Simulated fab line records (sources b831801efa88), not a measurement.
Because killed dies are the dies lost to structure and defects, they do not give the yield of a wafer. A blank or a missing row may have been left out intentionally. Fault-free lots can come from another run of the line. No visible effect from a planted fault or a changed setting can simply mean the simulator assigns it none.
2 desks looking at one fault	flow sky130	only its own numbers are on each desk; what lay behind them is given at the end

AT THE TOOL OWNER'S DESK: hdpcvd-01
The tool's own readings at SKY_VIA4_HDPCVD_00 (deposits SiO2, target thk 1750 nm, time 291.7 s): means of the sampled wafers that have a number, for each lot that ran on this tool. A lot is out of limits, marked OUT, if its mean lies more than 4 standard deviations from the usual mean; the brackets give that distance.
Columns: A = pressureMtorr at SKY_VIA4_HDPCVD_00, usual 6.001 mTorr; B = runLengthS at SKY_VIA4_HDPCVD_00, usual 319.7 s
lot	first seen here	A	B
L918	day 43 12:08	5.998	319.7
L919	day 43 16:37	5.995	319.8
L921	day 44 10:15	6.012	319.2
L926	day 45 06:43	6.003	319.4
L934	day 47 14:58	5.991	333.7 (+21) OUT
This desk finds L934 out of limits, L934 being first, at day 47 14:58 (runLengthS at SKY_VIA4_HDPCVD_00). Within limits: L918, L919, L921, L926.

FROM THE METROLOGY DESK
What the gauges read for every lot (on any tool): the sampled wafers with a number, averaged. A lot is out of limits, marked OUT, if its mean lies more than 4 standard deviations from the usual mean; the brackets give that distance.
Columns: A = cdNm at SKY_METAL4_CD_MEAS_13, usual 300.3 nm; B = VIA4_HDPCVD_THK at SKY_VIA4_THK_MEAS_01, usual 1748 nm; C = VIA4_OVL at SKY_VIA4_OVL_MEAS_11, usual 0.2 nm
lot	first seen here	A	B	C
L912	day 41 22:53	300.9	1730	-0.6
L916	day 42 23:43	299.0	1755	-0.3
L917	day 43 10:39	300.4	1752	1.6
L918	day 43 11:02	301.8	1738	-0.9
L919	day 43 15:30	302.0	1741	0.1
L920	day 44 00:21	299.9	1764	0.4
L921	day 44 09:07	299.9	1726	1.5
L925	day 45 05:02	299.2	1761	-0.4
L926	day 45 05:39	300.2	1752	-0.2
L933	day 47 06:50	301.3	1727	-0.9
L934	day 47 13:54	302.3	1810	1.1
L935	day 47 17:32	300.6	1746	0.6
This desk's verdict: no lot among the 12 shows anything out of limits.

BROUGHT TOGETHER
The tool owner's desk had the chance to raise an alarm at day 47 14:58 on L934.
Metrology desk: nothing out of limits seen.
The metrology desk has L934 on record, within its limits.
The lots listed all ran SKY_VIA4_HDPCVD_00 on hdpcvd-01.

WHAT THE SIMULATOR HAD INSERTED
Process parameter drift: hdpcvd-01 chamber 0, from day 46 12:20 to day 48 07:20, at SKY_VIA4_HDPCVD_00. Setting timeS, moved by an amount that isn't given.
Lots struck among those shown: L934.
How many hours passed from the start of the fault until each desk's first out-of-limits reading: the tool owner's desk, 27.
